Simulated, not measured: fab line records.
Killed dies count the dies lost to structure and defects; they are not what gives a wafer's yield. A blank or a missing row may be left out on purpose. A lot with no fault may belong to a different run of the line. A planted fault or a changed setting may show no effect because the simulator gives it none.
Comparing a struck lot with a sound one	flow sfqLine	18 out of 325 route steps
Sound: wafers L673.2, L673.5, L673.6. Struck: wafer L688.3 (L688.4, L688.5, from the same lot, were not struck and are left out); the cause is given at the end.
Each step with rows lists, per side, the tool, then ch with its chambers, then its first start. Under that, the readings that differ: sound wafers	struck wafers	difference of the means	sigmas: that difference in standard deviations of wafers without a fault.
alike: same words and numbers on both sides, and readings whose means sit less than 2 such deviations apart. not compared: any withheld reading, any reading some wafer has no value for, any bound like >300 that may hide the same value, and any number with overlapping values for which the record gives no deviation.
The two part at a step that has a row with sigmas, a row that says differs or no value, or rows on one side only. Numbers that don't overlap but have no deviation are shown without sigmas and don't part them. A reading that every wafer of one side lacks parts them only if that side has two wafers or more.

SFQ_TRILAYER_M6_BARC_OPEN_METAL_ETCH_206: etches BARC in O2, target depth 125 nm, time 41.7 s.
  sound on rieMetal-01 ch 0,1, day 71 02:35; struck on rieMetal-03 ch 0, day 74 02:37
reading	sound	struck	difference	sigmas
oesProductAu (a.u.)	0.686 0.684 0.685	0.694	+0.009	+2
  alike: drypumpMotorCurrentA
  not compared: rfHoursCounterH
SFQ_TRILAYER_M6_ETCH_METAL_ETCH_162: etches Nb in Cl2/Ar, stops on SiO2, target depth 240 nm, time 120 s.
  sound on rieMetal-01 ch 0,1, day 71 02:39; struck on rieMetal-03 ch 0, day 74 02:41
  alike: drypumpMotorCurrentA, oesProductAu
  not compared: rfHoursCounterH
SFQ_TRILAYER_M6_STRIP_STRIP_163: strips in O2.
  sound on rieMetal-01 ch 0,1, day 71 02:46; struck on rieMetal-03 ch 0, day 74 02:58
  alike: drypumpMotorCurrentA, oesProductAu
  not compared: rfHoursCounterH
then, 1 step without rows for these wafers: SFQ_TRILAYER_M6_STRIP_SOLV_CLEAN_164 (cleans in NMP, time 600 s).
SFQ_TRILAYER_I6_DEP_PECVD_165: deposits SiO2 from SiH4/N2O, time 111.11 s, target thk 500 nm.
  sound on pecvd-04 ch 0,1,2, day 71 03:33; struck on pecvd-04 ch 0, day 74 03:33
  alike: heaterPowerW, susceptorTempC, throttleValvePct
then, 1 step without rows for these wafers: SFQ_TRILAYER_I6_CMP_CMP_166 (polishes SiO2).
SFQ_I6_BOW_MEAS_941:
  sound on filmMetro-02, day 71 06:39; struck on filmMetro-02, day 74 10:16
  alike: I6_BOW
then, 5 steps without rows for these wafers: SFQ_TRILAYER_I6_METRO_MEASURE_167; SFQ_TRILAYER_I6_VIA_LITHO_COAT_174 (resist thk 62 nm); SFQ_TRILAYER_I6_VIA_LITHO_COAT_169 (resist thk 650 nm); SFQ_TRILAYER_I6_VIA_LITHO_SOFTBAKE_173; SFQ_TRILAYER_I6_VIA_LITHO_EXPOSE_170 (exposes mask I6, target cd 700 nm).
SFQ_TRILAYER_I6_VIA_LITHO_PEB_172: peb time 60 s.
  sound on lithoTrack-03 ch 0, day 73 03:29; struck on lithoTrack-03 ch 0, day 75 04:42
then, 1 step without rows for these wafers: SFQ_TRILAYER_I6_VIA_LITHO_DEVELOP_171 (time 60 s).
SFQ_I6_OVL_MEAS_942:
  sound on overlay-02, day 73 03:46; struck on overlay-01, day 75 04:58
  alike: I6_OVL
SFQ_TRILAYER_I6_VIA_BARC_OPEN_VIA_ETCH_235: etches BARC in O2, target depth 125 nm, time 41.7 s.
  sound on rieDiel-01 ch 0,3, day 73 03:47; struck on rieDiel-04 ch 1, day 75 04:59
reading	sound	struck	difference	sigmas
oesProductAu (a.u.)	0.686 0.697 0.684	0.678	-0.011	-3
model.I6.cdNm (nm)	703.1 703 701.2	738	+36	
  alike: drypumpMotorCurrentA
  not compared: rfHoursCounterH
SFQ_TRILAYER_I6_VIA_ETCH_VIA_ETCH_172: etches SiO2 in CHF3, stops on Nb, target depth 260 nm.
  sound on rieDiel-01 ch 0,3, day 73 03:50; struck on rieDiel-04 ch 1, day 75 05:02
reading	sound	struck	difference	sigmas
model.I6.cdNm (nm)	704.4 703.7 698.9	738.6	+36.3	
  alike: drypumpMotorCurrentA, oesProductAu
SFQ_TRILAYER_I6_VIA_STRIP_STRIP_173: strips in O2.
  sound on rieMetal-04 ch 0,1, day 73 03:56; struck on rieMetal-02 ch 1, day 75 05:32
  alike: drypumpMotorCurrentA, oesProductAu
  not compared: rfHoursCounterH

WHERE THEY PART
Last at SFQ_TRILAYER_I6_VIA_BARC_OPEN_VIA_ETCH_235 as far as this record goes, first at SFQ_TRILAYER_M6_BARC_OPEN_METAL_ETCH_206. Later steps at which nothing parts them and some readings are alike: SFQ_TRILAYER_I6_VIA_ETCH_VIA_ETCH_172, SFQ_TRILAYER_I6_VIA_STRIP_STRIP_173.

WHY: what the simulator had put in
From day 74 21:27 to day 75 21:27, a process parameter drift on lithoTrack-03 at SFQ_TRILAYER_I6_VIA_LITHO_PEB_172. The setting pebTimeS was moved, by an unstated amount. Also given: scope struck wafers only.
